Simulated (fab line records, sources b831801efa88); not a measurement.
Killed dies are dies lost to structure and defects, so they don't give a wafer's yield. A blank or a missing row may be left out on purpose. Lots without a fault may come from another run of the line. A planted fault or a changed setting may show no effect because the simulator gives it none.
fab line records | flow sky130
record lots=6 wafers=18 last_day=50
route steps=708 shown METAL2@489 PAD_OPEN@708
lots that met no fault: from a run of the same line without faults
start_h: hours from the record's first day to the start of the lot's first wafer shown | wait_h: hours since the lot's step before | " the same as in the row above | L1.1+2: a row that stands for several wafers | - no value, or no start given | * or withheld: withheld | < > ~ a bound
route shown NAME@n: a module of which the file shows steps, and the number in the route of the first | usual: mean/standard deviation of fault-free wafers | same: alike in all rows | chamber/n: place in a boat | sites: the reading at each site | _std_site: their standard deviation | _edge_site: outer sites' mean less inner sites' | radius_mm: how far each site lies from the wafer's centre | mask NAME#n: copy n | behind: the tool/chamber that last shaped the wafer | hold: why the lot was held/for how many hours/how that ended | device: the transistor (n, p or np) that didn't switch | end of line: the same wafers' tests at the end of the route | a step without rows: its recipe alone | killed: dies lost to structure and defects at the first sort, not the wafer's yield | map: a wafer's dies, x killed, . not, _ none there
set.NAME: the setting as run; set.NAME@STEP: as run at that earlier step | model.NAME: the simulator's own value behind a step, which no gauge read
lots at some steps of the route; a table a step, a row a wafer
services: from which hour (start_h, from the record's first day; less than 0 if before it) a tool's chamber was out of use, for how many hours, and why
## steps
# step SKY_METAL2_THK_MEAS_06
# recipe thk_meas_gauge=xrf reads=AlCu_of_METAL2_SPUTTER_02
# usual METAL2_ALCU_THK=250.9/2.9
# columns lot.wafer tool chamber start_h wait_h METAL2_ALCU_THK[nm]
L809.1 film_metro-04 - 777.31 0.1 250.1
L809.2 " - " " 253.3
L809.3 " - " " 247.1
L815.2 film_metro-03 - 835.06 0.1 251.6
L815.3 " - " " 252.3
L815.5 " - " " 251.9
L817.1 film_metro-01 - 852.27 0.1 245.3
L817.2 " - " " 244.2
L817.5 " - " " 246.8
L823.1 film_metro-03 - 900.24 0.1 250.1
L823.4 " - " " 255.0
L823.6 " - " " 254.2
L828.1 film_metro-04 - 931.76 0.1 249.8
L828.2 " - " " 249.8
L828.5 " - " " 250.7
L832.2 film_metro-01 - 950.68 0.1 251.6
L832.3 " - " " 254.5
L832.5 " - " " 253.9
# step SKY_METAL2_DEHYDRATE_07
# recipe temp_c=200 time_s=60
# step SKY_METAL2_HMDS_08
# recipe prime_time_s=60 prime_temp_c=120
# step SKY_METAL2_COAT_09
# recipe resist=BARC temp_c=withheld time_s=withheld spin_rpm=3000 resist_thk_nm=60
# step SKY_METAL2_COAT_10
# recipe resist=KrF-thick spin_rpm=3000 resist_thk_nm=450
# step SKY_METAL2_SOFTBAKE_11
# recipe temp_c=100 time_s=90 resist=KrF-thick
# step SKY_METAL2_EXPOSE_12
# recipe mask_id=MM2 na=0.8 source_shape=annular sigma_inner=0.55 sigma_outer=0.85 target_cd_nm=140 dose_mj=28
# step SKY_METAL2_PEB_13
# recipe peb_temp_c=withheld peb_time_s=withheld resist=KrF-thick
# step SKY_METAL2_DEVELOP_14
# recipe develop_time_s=60 resist=KrF-thick dev_temp_c=21
# step SKY_METAL2_CD_MEAS_15
# recipe target_cd_nm=140
# usual cd_nm=140.2/1.6
# columns lot.wafer tool chamber start_h wait_h cd_nm
L809.1 cd_sem-02 - 803.33 - 141.2
L809.2 " - " " 143.4
L809.3 " - " " 141.9
L815.2 cd_sem-01 - 861.38 - 140.7
L815.3 " - " " 140.0
L815.5 " - " " 140.8
L817.1 cd_sem-02 - 879.08 - 141.6
L817.2 " - " " 139.3
L817.5 " - " " 140.3
L823.1 cd_sem-02 - 923.38 - 140.8
L823.4 " - " " 141.3
L823.6 " - " " 139.8
L828.1 cd_sem-02 - 952.94 - 140.4
L828.2 " - " " 140.0
L828.5 " - " " 141.1
L832.2 cd_sem-02 - 973.68 - 137.5
L832.3 " - " " 137.6
L832.5 " - " " 137.8
# step SKY_METAL2_OVL_MEAS_16
# usual METAL2_OVL=-1/5.2
# columns lot.wafer tool chamber start_h wait_h METAL2_OVL[nm]
L809.1 overlay-01 - 803.45 0.1 6
L809.2 " - " " -2
L809.3 " - " " -4
L815.2 overlay-01 - 861.49 0.1 -1
L815.3 " - " " -7
L815.5 " - " " -3
L817.1 overlay-01 - 879.20 0.1 -2
L817.2 " - " " -7
L817.5 " - " " -4
L823.1 overlay-02 - 923.50 0.1 3
L823.4 " - " " -4
L823.6 " - " " 2
L828.1 overlay-01 - 953.06 0.1 -1
L828.2 " - " " 0
L828.5 " - " " -1
L832.2 overlay-02 - 973.81 0.1 -1
L832.3 " - " " -6
L832.5 " - " " 0
# step SKY_METAL2_DESCUM_17
# recipe chemistry=O2 source_power_w=150 bias_power_w=0 pressure_mtorr=10 temp_c=40 time_s=8
# usual drypump_motor_current_A=6.08/0.22 oes_product_au=1.000/0.011
# columns lot.wafer tool chamber start_h wait_h drypump_motor_current_A oes_product_au rf_hours_counter_h
L809.1 rie_metal-02 1 803.48 0.0 5.73 1.011 14
L809.2 " 0 " " 6.18 0.986 4
L809.3 " 1 " " 5.74 1.009 -
L815.2 rie_metal-02 0 861.52 0.0 6.19 0.984 6
L815.3 " 0 " " 6.21 0.986 -
L815.5 " 1 " " 5.74 1.013 -
L817.1 rie_metal-02 1 879.24 0.0 5.71 1.010 17
L817.2 " 0 " " 6.22 0.987 7
L817.5 " 0 " " 6.23 0.992 -
L823.1 rie_metal-03 0 923.54 0.0 6.16 1.024 12
L823.4 " 1 " " 5.87 1.002 -
L823.6 " 0 " " 6.16 1.020 -
L828.1 rie_metal-02 0 953.09 0.0 6.20 0.988 10
L828.2 " 1 " " 5.72 1.014 20
L828.5 " 0 " " 6.17 0.990 -
L832.2 rie_metal-01 1 973.84 0.0 6.16 0.989 18
L832.3 " 1 " " 6.17 0.997 -
L832.5 " 0 " " 6.32 0.986 -
# step SKY_METAL2_ETCH_18
# recipe chemistry=N2/H2 target=BARC ion_energy_ev=200 bias_w=100 pressure_mtorr=30 n2_flow_sccm=100 h2_flow_sccm=200 icp_w=500 stop_on=SiO2 time_s=45.9 target_depth_a=600
# usual bias_w=100.02/0.3 drypump_motor_current_A=6.09/0.21 oes_product_au=0.855/0.0044 throttle_valve_pct=13.225/0.0098
# columns lot.wafer tool chamber start_h wait_h bias_w drypump_motor_current_A oes_product_au rf_hours_counter_h throttle_valve_pct
L809.1 rie_metal-02 1 803.52 0.0 100.15 5.71 0.861 14 13.216
L809.2 " 0 " " 99.73 6.20 0.853 4 13.215
L809.3 " 1 " " 100.73 5.74 0.853 - 13.227
L815.2 rie_metal-02 0 861.55 0.0 100.04 6.19 0.852 6 13.226
L815.3 " 0 " " 100.12 6.14 0.855 - 13.230
L815.5 " 1 " " 112.83 5.73 0.856 - 13.220
L817.1 rie_metal-02 1 879.27 0.0 112.32 5.75 0.854 17 13.231
L817.2 " 0 " " 100.27 6.22 0.853 7 13.234
L817.5 " 0 " " 100.05 6.24 0.852 - 13.221
L823.1 rie_metal-03 0 923.57 0.0 99.80 6.20 0.859 12 13.218
L823.4 " 1 " " 99.93 5.89 0.864 - 13.218
L823.6 " 0 " " 100.11 6.15 0.860 - 13.229
L828.1 rie_metal-02 0 953.12 0.0 100.44 6.20 0.854 10 13.242
L828.2 " 1 " " 100.14 5.78 0.859 20 13.213
L828.5 " 0 " " 100.18 6.21 0.856 - 13.203
L832.2 rie_metal-01 1 973.87 0.0 99.99 6.18 0.859 18 13.229
L832.3 " 1 " " 99.87 6.17 0.858 - 13.221
L832.5 " 0 " " 100.07 6.36 0.850 - 13.217
# step SKY_METAL2_METAL_ETCH_19
# recipe target_depth_a=3600 stop_on=SiO2 over_etch_frac=0.3 time_s=78 chemistry=Cl2/BCl3 resist_sidewall_deg=88 pressure_mtorr=10 icp_w=900 bias_w=48.5 Cl2_flow_sccm=60 bcl3_flow_sccm=30
# usual bias_w=48.49/0.14 drypump_motor_current_A=6.08/0.21 oes_product_au=0.855/0.0057 throttle_valve_pct=22.265/0.0098
# same over_etch_frac=0.3
# columns lot.wafer tool chamber start_h wait_h bias_w drypump_motor_current_A oes_product_au rf_hours_counter_h throttle_valve_pct
L809.1 rie_metal-02 1 803.58 0.0 48.47 5.69 0.850 14 22.255
L809.2 " 0 " " 48.39 6.19 0.864 4 22.280
L809.3 " 1 " " 48.28 5.76 0.854 - 22.268
L815.2 rie_metal-02 0 861.61 0.0 48.35 6.23 0.855 6 22.263
L815.3 " 0 " " 48.25 6.23 0.851 - 22.283
L815.5 " 1 " " 48.36 5.68 0.857 - 22.245
L817.1 rie_metal-02 1 879.34 0.0 48.38 5.71 0.853 17 22.250
L817.2 " 0 " " 48.73 6.23 0.858 7 22.285
L817.5 " 0 " " 48.37 6.23 0.848 - 22.255
L823.1 rie_metal-03 0 923.64 0.0 48.48 6.15 0.855 12 22.258
L823.4 " 1 " " 48.71 5.88 0.857 - 22.269
L823.6 " 0 " " 48.61 6.21 0.850 - 22.261
L828.1 rie_metal-02 0 953.19 0.0 48.33 6.24 0.857 10 22.261
L828.2 " 1 " " 48.48 5.73 0.856 20 22.262
L828.5 " 0 " " 48.46 6.19 0.866 - 22.267
L832.2 rie_metal-01 1 973.94 0.0 48.54 6.15 0.846 18 22.257
L832.3 " 1 " " 48.33 6.13 0.856 - 22.274
L832.5 " 0 " " 48.48 6.33 0.868 - 22.277
# step SKY_PAD_OPEN_PROBE_99
# usual defect_limited_yield=82.3/1.8 killed_at_M0_to_M3=44/7.2 killed_at_M4_up=3.1/1.8 killed_at_contacts=24/4.5 killed_at_front_end=16/4.4 killed_at_other=0.2/0.42 killed_dies=87/8.9 killed_open=48/6.4 killed_short=39/6.2 sort_bin_3_pad_short=0.9/0.46 sort_bin_5_function=10.5/1.6 sort_bin_6_memory=6.3/1.1 sort_n_pass=405/8.9 sort_yield_pct=82.3/1.8
# same gross_dies=492 killed_at_back_side=0 sort_bin_4_leakage[%]=0 sort_bin_8_speed[%]=0
# columns lot.wafer tool chamber start_h wait_h defect_limited_yield[%] killed_at_M0_to_M3 killed_at_M4_up killed_at_contacts killed_at_front_end killed_at_other killed_dies killed_open killed_short sort_bin_3_pad_short[%] sort_bin_5_function[%] sort_bin_6_memory[%] sort_n_pass sort_yield_pct[%]
L809.1 prober-01 - 1053.83 0.1 79.1 51 3 26 23 0 103 66 37 0.4 13.6 6.9 389 79.1
L809.2 prober-01 - 1053.88 0.1 83.1 49 1 19 14 0 83 43 40 1.6 10.2 5.1 409 83.1
L809.3 prober-01 - 1053.93 0.2 82.7 39 2 30 14 0 85 52 33 1.0 10.4 5.9 407 82.7
L815.2 prober-01 - 1097.43 0.1 79.1 51 3 27 22 0 103 62 41 1.0 12.8 7.1 389 79.1
L815.3 prober-01 - 1097.48 0.2 77.6 62 3 27 18 0 110 57 53 2.0 13.4 6.9 382 77.6
L815.5 prober-01 - 1097.58 0.2 81.9 38 5 28 18 0 89 51 38 1.4 12.6 4.1 403 81.9
L817.1 prober-01 - 1115.03 0.1 81.7 49 4 22 15 0 90 48 42 0.6 10.6 7.1 402 81.7
L817.2 prober-01 - 1115.08 0.1 82.7 41 0 29 15 0 85 53 32 0.2 12.2 4.9 407 82.7
L817.5 prober-01 - 1115.23 0.2 86.2 31 1 20 16 0 68 44 24 0.4 7.1 6.3 424 86.2
L823.1 prober-01 - 1149.58 0.1 81.5 41 3 27 20 0 91 55 36 1.2 11.8 5.5 401 81.5
L823.4 prober-01 - 1149.73 0.2 79.5 51 3 28 19 0 101 57 44 0.8 10.8 8.9 391 79.5
L823.6 prober-01 - 1149.83 0.2 79.9 45 2 30 22 0 99 58 41 0.8 12.0 7.3 393 79.9
L828.1 prober-02 - 1174.22 0.1 83.3 50 4 19 9 0 82 46 36 1.0 10.2 5.5 410 83.3
L828.2 prober-02 - 1174.27 0.1 85.0 36 2 19 17 0 74 41 33 0.8 9.3 4.9 418 85.0
L828.5 prober-02 - 1174.42 0.2 79.1 66 2 24 11 0 103 54 49 0.2 14.0 6.7 389 79.1
L832.2 prober-02 - 1188.69 0.1 83.3 38 3 29 12 0 82 47 35 0.8 10.6 5.3 410 83.3
L832.3 prober-02 - 1188.74 0.2 82.1 41 5 26 16 0 88 49 39 1.0 9.6 7.3 404 82.1
L832.5 prober-02 - 1188.84 0.2 81.5 45 5 27 13 1 91 48 43 1.0 11.6 5.9 401 81.5
# killed by level:class
L809.1 VIA1:geometric_particle:open=15 CONTACT:geometric_particle:open=14 VIA3:geometric_particle:open=7 LI_CONTACT:geometric_particle:open=7 VIA1:geometric_particle:short=7 FIELD_ISO:geometric_particle:open=5 POLY_GATE:geometric_particle:open=5 POLY_GATE:geometric_particle:short=5
L809.2 VIA1:geometric_particle:open=12 VIA3:geometric_particle:open=9 LI_CONTACT:geometric_particle:open=6 CONTACT:geometric_particle:open=6 METAL1:geometric_particle:short=6 METAL2:geometric_particle:short=5 VIA3:geometric_particle:short=5 POLY_GATE:geometric_particle:open=4
L809.3 CONTACT:geometric_particle:open=12 VIA1:geometric_particle:open=11 LI_CONTACT:geometric_particle:open=8 VIA3:geometric_particle:open=6 VIA1:geometric_particle:short=6 LI_CONTACT:geometric_particle:short=5 VIA2:geometric_particle:open=4 FIELD_ISO:geometric_particle:open=3
L815.2 VIA1:geometric_particle:open=16 VIA3:geometric_particle:open=10 LI_CONTACT:geometric_particle:open=7 FIELD_ISO:geometric_particle:short=6 POLY_GATE:geometric_particle:open=6 CONTACT:geometric_particle:open=6 VIA2:geometric_particle:open=6 FIELD_ISO:geometric_particle:open=5
L815.3 VIA1:geometric_particle:open=12 METAL2:geometric_particle:short=10 CONTACT:geometric_particle:open=9 VIA3:geometric_particle:open=8 METAL1:geometric_particle:short=7 LOCAL_INTERCONNECT:geometric_particle:short=6 METAL3:geometric_particle:short=6 POLY_GATE:geometric_particle:open=5
L815.5 CONTACT:geometric_particle:open=11 VIA3:geometric_particle:open=10 VIA1:geometric_particle:open=9 LI_CONTACT:geometric_particle:open=8 POLY_GATE:geometric_particle:short=7 METAL1:geometric_particle:short=6 FIELD_ISO:geometric_particle:short=5 CONTACT:geometric_particle:short=5
L817.1 VIA2:geometric_particle:open=10 VIA1:geometric_particle:short=9 CONTACT:geometric_particle:open=7 LI_CONTACT:geometric_particle:open=6 CONTACT:geometric_particle:short=6 VIA3:geometric_particle:open=6 VIA1:geometric_particle:open=5 METAL2:geometric_particle:short=5
L817.2 CONTACT:geometric_particle:open=10 VIA3:geometric_particle:open=10 LI_CONTACT:geometric_particle:open=9 VIA2:geometric_particle:open=7 FIELD_ISO:geometric_particle:open=6 CONTACT:geometric_particle:short=5 VIA1:geometric_particle:open=5 VIA2:geometric_particle:short=5
L817.5 CONTACT:geometric_particle:open=7 VIA3:geometric_particle:open=7 VIA1:geometric_particle:open=6 FIELD_ISO:geometric_particle:open=5 POLY_GATE:geometric_particle:open=5 FIELD_ISO:geometric_particle:short=4 LOCAL_INTERCONNECT:geometric_particle:short=4 METAL1:geometric_particle:short=4
L823.1 VIA1:geometric_particle:open=14 FIELD_ISO:geometric_particle:open=9 LI_CONTACT:geometric_particle:open=9 FIELD_ISO:geometric_particle:short=8 CONTACT:geometric_particle:short=8 VIA2:geometric_particle:open=7 METAL2:geometric_particle:short=6 CONTACT:geometric_particle:open=5
L823.4 VIA1:geometric_particle:open=12 LI_CONTACT:geometric_particle:open=10 VIA3:geometric_particle:open=9 METAL2:geometric_particle:short=9 VIA2:geometric_particle:open=8 FIELD_ISO:geometric_particle:short=7 CONTACT:geometric_particle:open=7 LI_CONTACT:geometric_particle:short=6
L823.6 VIA3:geometric_particle:open=11 VIA1:geometric_particle:open=10 LI_CONTACT:geometric_particle:open=8 CONTACT:geometric_particle:open=8 POLY_GATE:geometric_particle:short=7 POLY_GATE:geometric_particle:open=7 LI_CONTACT:geometric_particle:short=5 LOCAL_INTERCONNECT:geometric_particle:short=5
L828.1 VIA1:geometric_particle:open=15 METAL1:geometric_particle:short=7 VIA2:geometric_particle:open=7 VIA1:geometric_particle:short=6 CONTACT:geometric_particle:short=5 CONTACT:geometric_particle:open=5 VIA3:geometric_particle:open=5 LI_CONTACT:geometric_particle:open=4
L828.2 CONTACT:geometric_particle:open=8 METAL1:geometric_particle:short=7 POLY_GATE:geometric_particle:open=7 VIA1:geometric_particle:open=7 VIA2:geometric_particle:open=6 VIA3:geometric_particle:open=6 VIA1:geometric_particle:short=4 VIA2:geometric_particle:short=4
L828.5 VIA1:geometric_particle:open=15 METAL1:geometric_particle:short=10 VIA2:geometric_particle:open=10 CONTACT:geometric_particle:open=9 VIA3:geometric_particle:open=7 LOCAL_INTERCONNECT:geometric_particle:short=6 METAL2:geometric_particle:short=6 METAL3:geometric_particle:short=6
L832.2 VIA1:geometric_particle:open=13 LI_CONTACT:geometric_particle:open=6 CONTACT:geometric_particle:short=6 CONTACT:geometric_particle:open=6 VIA3:geometric_particle:open=6 LI_CONTACT:geometric_particle:short=5 FIELD_ISO:geometric_particle:open=4 LOCAL_INTERCONNECT:geometric_particle:short=4
L832.3 VIA1:geometric_particle:open=10 LI_CONTACT:geometric_particle:open=8 CONTACT:geometric_particle:open=8 VIA2:geometric_particle:open=7 METAL1:geometric_particle:short=6 VIA1:geometric_particle:short=6 METAL2:geometric_particle:short=5 FIELD_ISO:geometric_particle:short=4
L832.5 CONTACT:geometric_particle:open=11 LI_CONTACT:geometric_particle:open=9 FIELD_ISO:geometric_particle:open=6 VIA3:geometric_particle:open=6 METAL1:geometric_particle:short=6 VIA1:geometric_particle:open=6 METAL2:geometric_particle:short=6 VIA3:geometric_particle:short=5
## services
# columns tool chamber start_h hours kind
rie_metal-02 - 837.31 1.0 repair
rie_metal-02 - 888.30 21.0 repair
rie_metal-02 1 959.87 - clean
rie_metal-02 1 959.87 37.0 scheduled_down
rie_metal-02 1 959.87 37.0 vent_cycle
## key
first_sign step=SKY_METAL2_ETCH_18 reading=bias_w direction=up sigmas=42 usual=100.02 struck=112.58
effect none on later readings
met_at SKY_METAL2_ETCH_18
struck_wafers L815.5,L817.1
onset_between 803.52 861.55
fault kind=process_parameter_drift tool=rie_metal-02 chamber=1 onset_h=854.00 steps=SKY_METAL2_ETCH_18 channel=bias_w offset=12.475 shape=step end_h=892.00 acts_in=these_recipes_only stated=100
